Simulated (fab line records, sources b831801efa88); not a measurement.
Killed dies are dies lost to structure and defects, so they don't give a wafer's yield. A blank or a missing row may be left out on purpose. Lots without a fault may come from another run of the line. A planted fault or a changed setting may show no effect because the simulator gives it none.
fab line records | flow sky130 | part 1 of 2: steps 1 to 23 of 35
record lots=5 wafers=15 last_day=50
route steps=708 shown FIELD_ISO@13 NWELL@32 DNWELL@35 PWDE@45
lots that met no fault: from a run of the same line without faults
start_h: hours from the record's first day to the start of the lot's first wafer shown | wait_h: hours since the lot's step before | " the same as in the row above | L1.1+2: a row that stands for several wafers | - no value, or no start given | * or withheld: withheld | < > ~ a bound
route shown NAME@n: a module of which the file shows steps, and the number in the route of the first | usual: mean/standard deviation of fault-free wafers | same: alike in all rows | chamber/n: place in a boat | sites: the reading at each site | _std_site: their standard deviation | _edge_site: outer sites' mean less inner sites' | radius_mm: how far each site lies from the wafer's centre | mask NAME#n: copy n | behind: the tool/chamber that last shaped the wafer | hold: why the lot was held/for how many hours/how that ended | device: the transistor (n, p or np) that didn't switch | end of line: the same wafers' tests at the end of the route | a step without rows: its recipe alone | killed: dies lost to structure and defects at the first sort, not the wafer's yield | map: a wafer's dies, x killed, . not, _ none there
set.NAME: the setting as run; set.NAME@STEP: as run at that earlier step | model.NAME: the simulator's own value behind a step, which no gauge read
lots at some steps of the route; a table a step, a row a wafer
services: from which hour (start_h, from the record's first day; less than 0 if before it) a tool's chamber was out of use, for how many hours, and why
## steps
# step SKY_FIELD_ISO_DEVELOP_12
# recipe develop_time_s=60 resist=KrF-thick dev_temp_c=21
# columns lot.wafer tool chamber start_h wait_h
L074.2+3+4 litho_track-03 0 - -
L077.2+3+5 litho_track-03 0 - -
L089.1+4+6 litho_track-01 0 - -
L093.2+4+5 litho_track-02 0 - -
L095.2+3+6 litho_track-02 0 - -
# step SKY_FIELD_ISO_CD_MEAS_13
# recipe target_cd_nm=150
# usual cd_nm=149.9/1.8
# columns lot.wafer tool chamber start_h wait_h cd_nm
L074.2 cd_sem-02 - 28.96 - 149.4
L074.3 " - " " 150.5
L074.4 " - " " 149.8
L077.2 cd_sem-02 - 45.16 - 151.1
L077.3 " - " " 150.8
L077.5 " - " " 149.8
L089.1 cd_sem-02 - 106.05 - 149.2
L089.4 " - " " 148.5
L089.6 " - " " 148.0
L093.2 cd_sem-02 - 127.99 - 153.4
L093.4 " - " " 153.8
L093.5 " - " " 152.3
L095.2 cd_sem-01 - 137.29 - 149.5
L095.3 " - " " 148.8
L095.6 " - " " 149.4
# step SKY_FIELD_ISO_ETCH_14
# recipe chemistry=N2/H2 target=BARC ion_energy_ev=200 source_w=500 bias_w=100 pressure_mtorr=30 n2_flow_sccm=100 h2_flow_sccm=200 stop_on=SiO2 time_s=45.9 target_depth_a=600
# usual drypump_motor_current_A=6.0/0.36 oes_product_au=0.854/0.0052 throttle_valve_pct=13.226/0.0096
# columns lot.wafer tool chamber start_h wait_h drypump_motor_current_A oes_product_au rf_hours_counter_h throttle_valve_pct
L074.2 rie_diel-02 2 29.06 0.1 6.1 0.843 129 13.215
L074.3 " 0 " " 6.1 0.864 36 13.221
L074.4 " 1 " " 5.3 0.855 85 13.221
L077.2 rie_diel-04 2 45.26 0.1 6.0 0.837 116 13.221
L077.3 " 1 " " 6.0 0.848 131 13.243
L077.5 " 0 " " 6.2 0.850 - 13.222
L089.1 rie_diel-03 0 106.17 0.1 6.0 0.849 122 13.237
L089.4 " 1 " " 5.7 0.853 149 13.234
L089.6 " 3 " " 5.6 0.852 - 13.230
L093.2 rie_diel-04 0 128.09 0.1 6.2 0.864 76 13.221
L093.4 " 2 " " 6.0 0.852 118 13.220
L093.5 " 0 " " 6.3 0.848 - 13.223
L095.2 rie_diel-03 0 137.39 0.1 6.0 0.858 122 13.230
L095.3 " 3 " " 5.6 0.856 67 13.217
L095.6 " 2 " " 5.7 0.855 - 13.247
# step SKY_FIELD_ISO_ETCH_15
# recipe chemistry=CHF3/O2 target_depth_nm=180 stop_on=Si source_w=600 bias_w=200 pressure_mtorr=40 chf3_flow_sccm=50 O2_flow_sccm=5 time_s=72
# usual drypump_motor_current_A=6.0/0.36 oes_product_au=0.945/0.0059 throttle_valve_pct=8.845/0.009
# columns lot.wafer tool chamber start_h wait_h drypump_motor_current_A oes_product_au rf_hours_counter_h throttle_valve_pct
L074.2 rie_diel-02 2 29.11 0.0 6.1 0.946 129 8.847
L074.3 " 0 " " 6.1 0.947 36 8.847
L074.4 " 1 " " 5.4 0.945 85 8.844
L077.2 rie_diel-04 2 45.31 0.0 6.0 0.942 116 8.832
L077.3 " 1 " " 5.9 0.943 131 8.833
L077.5 " 0 " " 6.3 0.948 - 8.854
L089.1 rie_diel-03 0 106.21 0.0 6.0 0.941 122 8.853
L089.4 " 1 " " 5.6 0.944 149 8.838
L089.6 " 3 " " 5.6 0.941 - 8.843
L093.2 rie_diel-04 0 128.14 0.0 6.3 0.945 77 8.822
L093.4 " 2 " " 6.0 0.947 118 8.858
L093.5 " 0 " " 6.2 0.947 - 8.837
L095.2 rie_diel-03 0 137.44 0.0 6.0 0.946 122 8.840
L095.3 " 3 " " 5.6 0.956 67 8.850
L095.6 " 2 " " 5.7 0.958 - 8.853
# step SKY_FIELD_ISO_STRIP_16
# recipe chemistry=O2/N2 power_w=1400 pressure_mtorr=1500 platen_temp_c=withheld o2_flow_sccm=3000 n2_flow_sccm=300 overash_fraction=0.5
# usual drypump_motor_current_A=6.0/0.36 oes_product_au=0.377/0.0049 strip_time_to_endpoint_s=3.534/0.03
# columns lot.wafer tool chamber start_h wait_h drypump_motor_current_A oes_product_au rf_hours_counter_h strip_time_to_endpoint_s
L074.2 plasma_asher-02 1 29.16 0.0 5.7 0.376 34 3.523
L074.3 " 1 " " 5.8 0.372 - 3.514
L074.4 " 0 " " 6.1 0.374 - 3.526
L077.2 plasma_asher-02 1 45.36 0.0 5.7 0.379 36 3.516
L077.3 " 0 " " 6.1 0.376 - 3.514
L077.5 " 0 " " 6.1 0.380 - 3.535
L089.1 plasma_asher-02 1 106.26 0.0 5.6 0.376 41 3.519
L089.4 " 1 " " 5.7 0.373 - 3.531
L089.6 " 0 " " 6.1 0.375 - 3.536
L093.2 plasma_asher-02 1 128.19 0.0 5.8 0.382 43 3.547
L093.4 " 1 " " 5.8 0.381 - 3.554
L093.5 " 0 " " 6.1 0.386 - 3.560
L095.2 plasma_asher-04 1 137.49 0.0 5.8 0.371 2 3.516
L095.3 " 1 " " 5.8 0.375 - 3.531
L095.6 " 0 " " 5.4 0.376 - 3.514
# step SKY_FIELD_ISO_ETCH_17
# recipe target_depth_a=3420 mask_material=Si3N4 chemistry=HBr/Cl2/O2 target=Si taper_deg=5 icp_w=600 bias_w=150 pressure_mtorr=15 HBr_flow_sccm=150 Cl2_flow_sccm=40 O2_flow_sccm=6 time_s=97.7
# usual drypump_motor_current_A=5.8/0.48 oes_product_au=1.001/0.0084 throttle_valve_pct=25.656/0.0099
# columns lot.wafer tool chamber start_h wait_h drypump_motor_current_A oes_product_au rf_hours_counter_h throttle_valve_pct
L074.2 rie_si-02 3 29.26 0.1 6.7 1.013 37 25.652
L074.3 " 2 " " 5.9 1.007 81 25.649
L074.4 " 1 " " 5.7 1.009 3 25.649
L077.2 rie_si-01 2 45.46 0.1 4.9 1.009 1 25.645
L077.3 " 3 " " 6.0 1.012 33 25.655
L077.5 " 3 " " 6.0 1.010 - 25.639
L089.1 rie_si-02 1 106.36 0.1 5.7 0.983 3 25.673
L089.4 " 3 " " 6.7 1.004 38 25.639
L089.6 " 3 " " 6.7 1.005 - 25.666
L093.2 rie_si-02 1 128.29 0.1 5.7 0.987 4 25.653
L093.4 " 0 " " 5.5 1.012 62 25.650
L093.5 " 1 " " 5.7 0.997 - 25.681
L095.2 rie_si-02 0 137.59 0.1 5.5 1.007 62 25.641
L095.3 " 3 " " 6.7 1.004 38 25.647
L095.6 " 1 " " 5.7 0.983 - 25.659
# step SKY_FIELD_ISO_WET_ETCH_18
# recipe chemistry=H3PO4 target_depth_nm=25 temp_c=160 target=Si3N4 time_s=286
# usual bath_heat_duty_pct=27/3.2
# columns lot.wafer tool chamber start_h wait_h bath_heat_duty_pct
L074.2 wet_bench-03 3 29.33 0.0 28
L074.3 " 3 " " 28
L074.4 " 3 " " 27
L077.2 wet_bench-01 2 45.53 0.0 22
L077.3 " 2 " " 22
L077.5 " 2 " " 22
L089.1 wet_bench-04 1 106.44 0.0 28
L089.4 " 1 " " 28
L089.6 " 1 " " 29
L093.2 wet_bench-04 2 128.36 0.0 26
L093.4 " 2 " " 25
L093.5 " 2 " " 24
L095.2 wet_bench-03 3 137.66 0.0 28
L095.3 " 3 " " 28
L095.6 " 3 " " 28
# step SKY_FIELD_ISO_CLEAN_19
# recipe chemistry=SC1/SC2 mix=1:4:20 temp_c=70 time_s=150
# usual bath_heat_duty_pct=13.8/1.4
# columns lot.wafer tool chamber start_h wait_h bath_heat_duty_pct
L074.2 wet_bench-04 3 29.42 0.0 14.8
L074.3 " 3 " " 15.2
L074.4 " 3 " " 15.3
L077.2 wet_bench-03 1 45.62 0.0 14.9
L077.3 " 1 " " 16.3
L077.5 " 1 " " 14.2
L089.1 wet_bench-01 0 106.52 0.0 15.2
L089.4 " 0 " " 15.2
L089.6 " 0 " " 14.7
L093.2 wet_bench-03 3 128.45 0.0 13.5
L093.4 " 3 " " 12.0
L093.5 " 3 " " 13.7
L095.2 wet_bench-04 0 137.76 0.0 13.9
L095.3 " 0 " " 14.0
L095.6 " 0 " " 14.5
# step SKY_FIELD_ISO_CLEAN_20
# recipe chemistry=dHF time_s=20 dilution=100:1
# columns lot.wafer tool chamber start_h wait_h
L074.2+3+4 wet_bench-01 2 29.48 0.0
L077.2+3+5 wet_bench-01 0 45.67 0.0
L089.1+4+6 wet_bench-04 2 106.57 0.0
L093.2+4+5 wet_bench-01 2 128.51 0.0
L095.2+3+6 wet_bench-01 1 137.81 0.0
# step SKY_FIELD_ISO_WET_ETCH_21
# recipe chemistry=dHF dilution=100:1 target_depth_nm=20 dry=ipa_marangoni target=SiO2 temp_c=25 time_s=400
# usual bath_heat_duty_pct=6.3/0.78
# columns lot.wafer tool chamber start_h wait_h bath_heat_duty_pct
L074.2 wet_bench-03 3 29.49 0.0 6.3
L074.3 " 3 " " 7.3
L074.4 " 3 " " 5.4
L077.2 wet_bench-04 3 45.68 0.0 6.8
L077.3 " 3 " " 5.8
L077.5 " 3 " " 6.7
L089.1 wet_bench-01 1 106.59 0.0 6.1
L089.4 " 1 " " 6.3
L089.6 " 1 " " 6.7
L093.2 wet_bench-04 3 128.52 0.0 7.6
L093.4 " 3 " " 6.9
L093.5 " 3 " " 7.3
L095.2 wet_bench-03 1 137.82 0.0 7.8
L095.3 " 1 " " 6.0
L095.6 " 1 " " 7.2
# step SKY_FIELD_ISO_OXIDATION_22
# recipe temp_c=950 ambient=O2 stabilise_s=600 purge_s=300 target_thk_a=100 ox_time_s=623
# usual ox_temp_c_max=955.3/0.96 spike_tc_top_C=955.9/1.5
# same stabilise_s=600
# columns lot.wafer tool chamber start_h wait_h ox_temp_c_max spike_tc_top_C
L074.2 furnace-02 0 31.40 1.8 955.1 957.2
L074.3 " 0 " " 954.2 957.3
L074.4 " 0 " " 955.2 956.9
L077.2 furnace-01 0 47.89 2.1 956.0 954.7
L077.3 " 0 " " 957.1 955.7
L077.5 " 0 " " 954.2 954.9
L089.1 furnace-02 0 107.52 0.8 954.9 955.6
L089.4 " 0 " " 954.0 956.5
L089.6 " 0 " " 954.5 957.1
L093.2 furnace-02 0 128.64 0.0 955.3 956.9
L093.4 " 0 " " 956.4 955.5
L093.5 " 0 " " 955.9 956.1
L095.2 furnace-01 0 138.75 0.8 955.8 953.2
L095.3 " 0 " " 956.0 953.7
L095.6 " 0 " " 955.4 954.2
# step SKY_FIELD_ISO_THK_MEAS_23
# recipe reads=SiO2_of_FIELD_ISO_OXIDATION_22
# usual FIELD_ISO_OXIDATION_01_THK=10.07/0.16
# columns lot.wafer tool chamber start_h wait_h FIELD_ISO_OXIDATION_01_THK[nm]
L074.2 film_metro-03 - 32.58 0.0 9.94
L074.3 " - " " 10.01
L074.4 " - " " 10.01
L077.2 film_metro-02 - 49.07 0.0 10.18
L077.3 " - " " 10.12
L077.5 " - " " 10.22
L089.1 film_metro-03 - 108.69 0.0 9.96
L089.4 " - " " 9.97
L089.6 " - " " 10.03
L093.2 film_metro-03 - 129.82 0.0 10.16
L093.4 " - " " 10.12
L093.5 " - " " 10.10
L095.2 film_metro-03 - 139.93 0.0 10.02
L095.3 " - " " 9.90
L095.6 " - " " 9.84
# step SKY_FIELD_ISO_CVD_24
# recipe material=SiO2 target_thk_nm=595 temp_c=650 sigma_open_frac=0.3 time_s=99.2 sih4_flow_sccm=60 pressure_mtorr=6
# columns lot.wafer tool chamber start_h wait_h
L074.2+3+4 hdpcvd-02 2,0,2 32.63 0.0
L077.2+3+5 hdpcvd-01 1,2,2 49.12 0.0
L089.1+4+6 hdpcvd-02 0,0,1 108.76 0.1
L093.2+4+5 hdpcvd-01 2,1,0 129.87 0.0
L095.2+3+6 hdpcvd-02 1,2,1 139.98 0.0
# step SKY_FIELD_ISO_THK_MEAS_25
# recipe reads=SiO2_of_FIELD_ISO_CVD_24
# usual FIELD_ISO_CVD_24_THK=595/5.8
# columns lot.wafer tool chamber start_h wait_h FIELD_ISO_CVD_24_THK[nm]
L074.2 film_metro-04 - 32.71 0.0 607
L074.3 " - " " 607
L074.4 " - " " 602
L077.2 film_metro-04 - 49.20 0.0 595
L077.3 " - " " 608
L077.5 " - " " 602
L089.1 film_metro-04 - 108.83 0.0 590
L089.4 " - " " 584
L089.6 " - " " 595
L093.2 film_metro-04 - 129.95 0.0 594
L093.4 " - " " 591
L093.5 " - " " 596
L095.2 film_metro-02 - 140.06 0.0 597
L095.3 " - " " 607
L095.6 " - " " 599
# step SKY_FIELD_ISO_ANNEAL_26
# recipe temp_c=1000 time_s=1800 ambient=N2
# usual spike_tc_top_C=1005.1/1.5
# columns lot.wafer tool chamber start_h wait_h spike_tc_top_C
L074.2 furnace-02 0 32.76 0.0 1003.8
L074.3 " 0 " " 1005.9
L074.4 " 0 " " 1007.5
L077.2 furnace-02 0 49.70 0.5 1006.6
L077.3 " 0 " " 1005.5
L077.5 " 0 " " 1007.3
L089.1 furnace-01 0 108.89 0.1 1004.5
L089.4 " 0 " " 1004.7
L089.6 " 0 " " 1003.6
L093.2 furnace-01 0 130.00 0.0 1005.7
L093.4 " 0 " " 1003.2
L093.5 " 0 " " 1004.5
L095.2 furnace-02 0 141.25 1.2 1006.5
L095.3 " 0 " " 1007.6
L095.6 " 0 " " 1006.4
# step SKY_FIELD_ISO_CMP_27
# recipe stop_on=Si3N4 t_overpolish_s=16 down_force_psi=4 platen_rpm=60 target_thk_nm=457.8 pad_velocity_m_s=0.94248
# usual motor_current_A=12.2/0.99 overpolish_run_s=15.999/0.0089 retaining_ring_pressure_frac=1.000/0.0057 time_to_endpoint_s=114/4
# same t_overpolish_s=16
# columns lot.wafer tool chamber start_h wait_h motor_current_A overpolish_run_s retaining_ring_pressure_frac time_to_endpoint_s
L074.3 cmp-01 0 34.26 0.0 12.5 16.006 1.001 119
L074.2 " 1 " " 13.1 15.997 0.994 117
L074.4 " 2 " " 13.9 15.989 0.996 115
L077.2 cmp-01 3 51.25 0.1 12.9 16.004 0.995 115
L077.3 " 0 " " 12.5 16.010 1.003 116
L077.5 " 2 " " 12.7 15.991 0.989 116
L089.4 cmp-01 3 110.39 0.0 12.5 16.004 0.998 111
L089.1 " 2 " " 12.7 16.006 1.001 112
L089.6 " 0 " " 12.8 15.995 1.005 115
L093.4 cmp-02 3 133.92 2.4 11.9 16.021 0.992 122
L093.2 " 0 " " 10.1 15.996 0.992 122
L093.5 " 3 " " 12.2 15.996 0.998 124
L095.3 cmp-02 2 142.75 0.0 10.8 16.010 0.997 121
L095.2 " 0 " " 11.1 15.984 0.998 116
L095.6 " 3 " " 11.7 15.994 0.997 119
# step SKY_FIELD_ISO_WET_ETCH_28
# recipe chemistry=dHF target_depth_nm=23.7 target=SiO2 dilution=10:1 temp_c=25 time_s=47
# usual bath_heat_duty_pct=6.3/0.82
# columns lot.wafer tool chamber start_h wait_h bath_heat_duty_pct
L074.2 wet_bench-03 1 34.56 0.2 6.9
L074.3 " 1 " " 7.5
L074.4 " 1 " " 7.2
L077.2 wet_bench-01 3 51.50 0.2 5.8
L077.3 " 3 " " 6.3
L077.5 " 3 " " 5.7
L089.1 wet_bench-03 2 110.69 0.1 4.5
L089.4 " 2 " " 4.6
L089.6 " 2 " " 5.7
L093.2 wet_bench-03 2 134.22 0.2 6.0
L093.4 " 2 " " 5.8
L093.5 " 2 " " 5.1
L095.2 wet_bench-01 3 143.05 0.1 6.2
L095.3 " 3 " " 6.6
L095.6 " 3 " " 6.8
# step SKY_FIELD_ISO_WET_ETCH_29
# recipe chemistry=H3PO4 target_depth_nm=160 target=Si3N4 temp_c=160 time_s=1825
# usual bath_heat_duty_pct=27.7/2.5
# columns lot.wafer tool chamber start_h wait_h bath_heat_duty_pct
L074.2 wet_bench-04 1 34.58 0.0 29.4
L074.3 " 1 " " 27.9
L074.4 " 1 " " 28.1
L077.2 wet_bench-04 1 51.52 0.0 28.3
L077.3 " 1 " " 28.0
L077.5 " 1 " " 27.3
L089.1 wet_bench-04 1 110.71 0.0 28.1
L089.4 " 1 " " 28.5
L089.6 " 1 " " 27.7
L093.2 wet_bench-04 1 134.24 0.0 25.9
L093.4 " 1 " " 27.6
L093.5 " 1 " " 26.8
L095.2 wet_bench-03 0 143.07 0.0 29.8
L095.3 " 0 " " 32.0
L095.6 " 0 " " 31.0
# step SKY_FIELD_ISO_WET_ETCH_30
# recipe chemistry=dHF target_depth_nm=25 target=SiO2 dilution=10:1 temp_c=25 time_s=50
# usual bath_heat_duty_pct=6.2/0.82
# columns lot.wafer tool chamber start_h wait_h bath_heat_duty_pct
L074.2 wet_bench-01 0 35.10 0.0 6.7
L074.3 " 0 " " 6.6
L074.4 " 0 " " 6.7
L077.2 wet_bench-03 3 52.04 0.0 6.1
L077.3 " 3 " " 7.0
L077.5 " 3 " " 6.7
L089.1 wet_bench-03 2 111.23 0.0 5.0
L089.4 " 2 " " 4.8
L089.6 " 2 " " 6.0
L093.2 wet_bench-01 2 134.76 0.0 5.4
L093.4 " 2 " " 4.9
L093.5 " 2 " " 4.4
L095.2 wet_bench-01 3 143.63 0.0 6.5
L095.3 " 3 " " 6.1
L095.6 " 3 " " 6.2
# step SKY_NWELL_CLEAN_00
# recipe chemistry=SC1/SC2 mix=1:4:20 temp_c=70 time_s=150 dry=n2_spin
# usual bath_heat_duty_pct=14.2/1.2
# columns lot.wafer tool chamber start_h wait_h bath_heat_duty_pct
L074.2 wet_bench-03 0 35.12 0.0 15.5
L074.3 " 0 " " 15.2
L074.4 " 0 " " 17.2
L077.2 wet_bench-01 0 52.06 0.0 15.5
L077.3 " 0 " " 15.4
L077.5 " 0 " " 14.8
L089.1 wet_bench-01 3 111.25 0.0 13.8
L089.4 " 3 " " 13.4
L089.6 " 3 " " 13.1
L093.2 wet_bench-03 0 134.78 0.0 15.1
L093.4 " 0 " " 15.2
L093.5 " 0 " " 15.5
L095.2 wet_bench-04 3 143.65 0.0 14.8
L095.3 " 3 " " 15.0
L095.6 " 3 " " 15.0
# step SKY_NWELL_OXIDATION_01
# recipe temp_c=900 ambient=O2 stabilise_s=600 purge_s=300 target_thk_a=100 ox_time_s=1418
# usual ox_temp_c_max=905.2/0.97 spike_tc_top_C=906.1/1.4
# same stabilise_s=600
# columns lot.wafer tool chamber start_h wait_h ox_temp_c_max spike_tc_top_C
L074.2 furnace-02 0 35.43 0.3 904.5 907.7
L074.3 " 0 " " 905.2 906.9
L074.4 " 0 " " 905.1 907.3
L077.2 furnace-02 0 52.73 0.6 904.0 905.4
L077.3 " 0 " " 904.1 907.7
L077.5 " 0 " " 906.0 906.8
L089.1 furnace-02 0 111.47 0.2 903.1 908.6
L089.4 " 0 " " 904.2 905.9
L089.6 " 0 " " 904.4 905.2
L093.2 furnace-02 0 135.43 0.6 904.6 907.6
L093.4 " 0 " " 904.5 906.9
L093.5 " 0 " " 904.7 906.4
L095.2 furnace-02 0 145.27 1.6 904.3 908.0
L095.3 " 0 " " 903.8 908.3
L095.6 " 0 " " 903.9 907.6
# step SKY_NWELL_THK_MEAS_02
# recipe reads=SiO2_of_NWELL_OXIDATION_01
# usual NWELL_OXIDATION_THK=10.09/0.14
# columns lot.wafer tool chamber start_h wait_h NWELL_OXIDATION_THK[nm]
L074.2 film_metro-02 - 36.84 0.0 9.67
L074.3 " - " " 9.74
L074.4 " - " " 9.94
L077.2 film_metro-01 - 54.13 0.0 10.13
L077.3 " - " " 10.07
L077.5 " - " " 9.99
L089.1 film_metro-01 - 112.87 0.0 10.19
L089.4 " - " " 9.98
L089.6 " - " " 10.15
L093.2 film_metro-03 - 136.83 0.0 9.85
L093.4 " - " " 9.96
L093.5 " - " " 10.04
L095.2 film_metro-01 - 146.67 0.0 10.11
L095.3 " - " " 9.93
L095.6 " - " " 10.03
# step SKY_DNWELL_DEHYDRATE_00
# recipe temp_c=200 time_s=60
# usual plate_temp_C=200.00/0.15
# columns lot.wafer tool chamber start_h wait_h plate_temp_C
L074.2 litho_track-03 0 43.82 7.0 199.93
L074.3 " 0 " " 199.94
L074.4 " 0 " " 200.04
L077.2 litho_track-04 0 61.18 7.0 200.15
L077.3 " 0 " " 199.87
L077.5 " 0 " " 199.91
L089.1 litho_track-04 0 121.30 8.4 199.88
L089.4 " 0 " " 199.90
L089.6 " 0 " " 200.06
L093.2 litho_track-03 0 145.77 8.9 200.09
L093.4 " 0 " " 199.95
L093.5 " 0 " " 200.37
L095.2 litho_track-02 0 156.10 9.4 199.74
L095.3 " 0 " " 199.83
L095.6 " 0 " " 200.21
